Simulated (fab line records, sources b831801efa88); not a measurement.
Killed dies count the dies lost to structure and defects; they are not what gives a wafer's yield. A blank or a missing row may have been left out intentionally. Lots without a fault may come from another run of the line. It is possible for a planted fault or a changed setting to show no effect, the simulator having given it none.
Which of the tools did it? | flow sky130 | 30 wafers from 10 lots sampled at 6 of the route's 708 steps

== WHAT THE GAUGES SHOWED, per wafer ==
SKY_METAL1_RS_MEAS_05: uses a four-point probe to measure. Usual: METAL1_ALCU_RS typically reads 0.1261 ohm/sq, with standard deviation 0.0014.
lot  | measured     | on           | METAL1_ALCU_RS (ohm/sq) | flag
L949 | day 31 14:19 | filmMetro-02 | 0.1271 0.1275 0.1270    | 
L952 | day 32 10:54 | filmMetro-02 | 0.1278 0.1287 0.1285    | 
L954 | day 33 10:20 | filmMetro-02 | 0.1273 0.1249 0.1269    | 
L956 | day 34 06:59 | filmMetro-03 | 0.1278 0.1292 0.1280    | 
L959 | day 34 21:54 | filmMetro-03 | 0.1272 0.1256 0.1259    | 
L961 | day 35 11:08 | filmMetro-03 | 0.1265 0.1262 0.1267    | 
L963 | day 36 04:34 | filmMetro-02 | 0.1257 0.1236 0.1233    | 
L966 | day 37 07:13 | filmMetro-01 | 0.1231 0.1237 0.1225    | 
L971 | day 38 14:31 | filmMetro-02 | 0.1267 0.1279 0.1266    | 
L972 | day 39 11:26 | filmMetro-02 | 0.1265 0.1268 0.1275    | 

SKY_VIA1_BOW_MEAS_03. Usual: VIA1_BOW typically reads 80 um, with standard deviation 6.6.
lot  | measured     | on           | VIA1_BOW (um) | flag
L949 | day 32 18:59 | filmMetro-02 | 82 72 81      | 
L952 | day 33 14:53 | filmMetro-02 | 74 86 77      | 
L954 | day 34 14:28 | filmMetro-04 | 78 75 63      | 
L956 | day 35 10:14 | filmMetro-01 | 81 74 75      | 
L959 | day 36 02:39 | filmMetro-02 | 73 85 87      | 
L961 | day 36 15:10 | filmMetro-02 | 76 78 71      | 
L963 | day 37 06:53 | filmMetro-04 | 89 79 76      | 
L966 | day 38 10:23 | filmMetro-02 | 78 82 69      | 
L971 | day 39 17:12 | filmMetro-04 | 86 77 72      | 
L972 | day 40 14:01 | filmMetro-01 | 89 90 81      | 

SKY_VIA1_RS_MEAS_22: uses a four-point probe to measure. Usual: VIA1_W_RS typically reads 0.425 ohm/sq, with standard deviation 0.0074.
lot  | measured     | on           | VIA1_W_RS (ohm/sq) | flag
L949 | day 33 22:44 | filmMetro-01 | 0.418 0.428 0.429  | 
L952 | day 34 17:55 | filmMetro-02 | 0.431 0.428 0.428  | 
L954 | day 35 17:32 | filmMetro-01 | 0.423 0.415 0.414  | 
L956 | day 36 13:27 | filmMetro-02 | 0.421 0.444 0.424  | 
L959 | day 37 04:54 | filmMetro-01 | 0.435 0.432 0.424  | 
L961 | day 37 17:50 | filmMetro-01 | 1.170 0.427 1.183  | OFF
L963 | day 38 10:01 | filmMetro-04 | 1.192 0.426 1.212  | OFF
L966 | day 39 12:52 | filmMetro-02 | 0.437 0.422 0.435  | 
L971 | day 40 21:56 | filmMetro-04 | 0.416 0.436 0.417  | 
L972 | day 41 14:02 | filmMetro-01 | 0.431 0.423 0.431  | 

SKY_VIA1_THK_MEAS_23: measures by xrf. Usual: VIA1_W_THK typically reads 268 nm, with standard deviation 4.5.
lot  | measured     | on           | VIA1_W_THK (nm) | flag
L949 | day 33 22:50 | filmMetro-01 | 270 263 262     | 
L952 | day 34 18:02 | filmMetro-02 | 265 267 266     | 
L954 | day 35 17:39 | filmMetro-01 | 269 273 274     | 
L956 | day 36 13:33 | filmMetro-02 | 273 259 270     | 
L959 | day 37 05:00 | filmMetro-01 | 262 263 267     | 
L961 | day 37 17:56 | filmMetro-01 | 100 268 99      | OFF
L963 | day 38 10:07 | filmMetro-04 | 98 267 97       | OFF
L966 | day 39 12:59 | filmMetro-02 | 261 272 263     | 
L971 | day 40 22:04 | filmMetro-04 | 273 262 274     | 
L972 | day 41 14:10 | filmMetro-01 | 266 271 265     | 

== TOOL THAT RAN EACH LOT (tool first, then ch and the chambers of the sampled wafers, then the start) ==
lot  | SKY_VIA1_ETCH_14                  | SKY_VIA1_CVD_21
L949 | rieDiel-03 ch 2,3, day 33 21:45   | cvdW-01 ch 0,1, day 33 22:29
L952 | rieDiel-03 ch 0,2,3, day 34 17:04 | cvdW-02 ch 0, day 34 17:48
L954 | rieDiel-01 ch 0,2,3, day 35 16:41 | cvdW-01 ch 0,1, day 35 17:26
L956 | rieDiel-03 ch 0,3, day 36 12:08   | cvdW-01 ch 0,1, day 36 13:21
L959 | rieDiel-01 ch 0,1,3, day 37 03:31 | cvdW-01 ch 0,1, day 37 04:48
L961 | rieDiel-01 ch 0,1,3, day 37 16:58 | cvdW-01 ch 0,1, day 37 17:44
L963 | rieDiel-03 ch 0,1,3, day 38 08:47 | cvdW-01 ch 0,1, day 38 09:55
L966 | rieDiel-04 ch 0,2,3, day 39 11:59 | cvdW-02 ch 0,1, day 39 12:47
L971 | rieDiel-03 ch 0,1, day 40 21:03   | cvdW-02 ch 0,1, day 40 21:51
L972 | rieDiel-03 ch 0,1,2, day 41 13:11 | cvdW-01 ch 0,1, day 41 13:56
- SKY_VIA1_ETCH_14: etches BARC in N2/H2, stops on SiO2, time 45.9 s, target depth 60 nm.
- SKY_VIA1_CVD_21: deposits W, target thk 270 nm, time 80.902 s.

== WHAT THE TOOLS THEMSELVES READ (means of the sampled wafers that have a number; where no wafer has one, the mark that the record gives instead) ==
SKY_VIA1_ETCH_14. Usual: drypumpMotorCurrentA 5.6 A, standard deviation 0.46; oesProductAu 0.855 a.u., standard deviation 0.0046; rfFwdPowerW 495.1 W, standard deviation 2.4; throttleValvePct 13.225 %, standard deviation 0.0094.
lot  | tool       | drypumpMotorCurrentA (A) | oesProductAu (a.u.) | rfFwdPowerW (W) | throttleValvePct (%) | flag
L949 | rieDiel-03 | 5.1                      | 0.850               | 492.5           | 13.214               | 
L952 | rieDiel-03 | 5.6                      | 0.852               | 494.4           | 13.232               | 
L954 | rieDiel-01 | 5.6                      | 0.852               | 494.2           | 13.223               | 
L956 | rieDiel-03 | 5.9                      | 0.858               | 496.7           | 13.221               | 
L959 | rieDiel-01 | 6.0                      | 0.852               | 492.8           | 13.230               | 
L961 | rieDiel-01 | 5.9                      | 0.857               | 494.4           | 13.214               | 
L963 | rieDiel-03 | 5.9                      | 0.854               | 495.9           | 13.230               | 
L966 | rieDiel-04 | 5.6                      | 0.858               | 495.0           | 13.224               | 
L971 | rieDiel-03 | 5.8                      | 0.856               | 496.1           | 13.219               | 
L972 | rieDiel-03 | 5.6                      | 0.858               | 493.6           | 13.225               | 

SKY_VIA1_CVD_21. Usual: heaterPowerW 870 W, standard deviation 55.
lot  | tool    | heaterPowerW (W) | flag
L949 | cvdW-01 | 849              | 
L952 | cvdW-02 | 845              | 
L954 | cvdW-01 | 897              | 
L956 | cvdW-01 | 908              | 
L959 | cvdW-01 | 848              | 
L961 | cvdW-01 | 888              | 
L963 | cvdW-01 | 890              | 
L966 | cvdW-02 | 833              | 
L971 | cvdW-02 | 850              | 
L972 | cvdW-01 | 867              | 

== THE ANSWER, worked out from the rows above alone ==
Rule: take the mean of a lot's wafers that have a number; if it is more than 3 standard deviations from the usual mean, the lot is off. Also off: a lot with no number at a reading for which 4 or more lots have one. Any other lot the step has rows for is counted as sound. Order of review: gauges by route order, followed by the tools' own readings, for which a lot's mean as printed above is used. At the first step where some lot is off, the reading lying furthest off is the one used; lots without a number count as furthest.
Off: at SKY_VIA1_RS_MEAS_22 (VIA1_W_RS), L961, L963.
If a tool, at a process step before that reading, ran all the lots that are off and no sound lot after the first of them, it fits. The gauges at SKY_VIA1_RS_MEAS_22 are tried like those tools. Not one of the candidates tried fits.

== WHAT THE SIMULATOR HAD PUT IN ==
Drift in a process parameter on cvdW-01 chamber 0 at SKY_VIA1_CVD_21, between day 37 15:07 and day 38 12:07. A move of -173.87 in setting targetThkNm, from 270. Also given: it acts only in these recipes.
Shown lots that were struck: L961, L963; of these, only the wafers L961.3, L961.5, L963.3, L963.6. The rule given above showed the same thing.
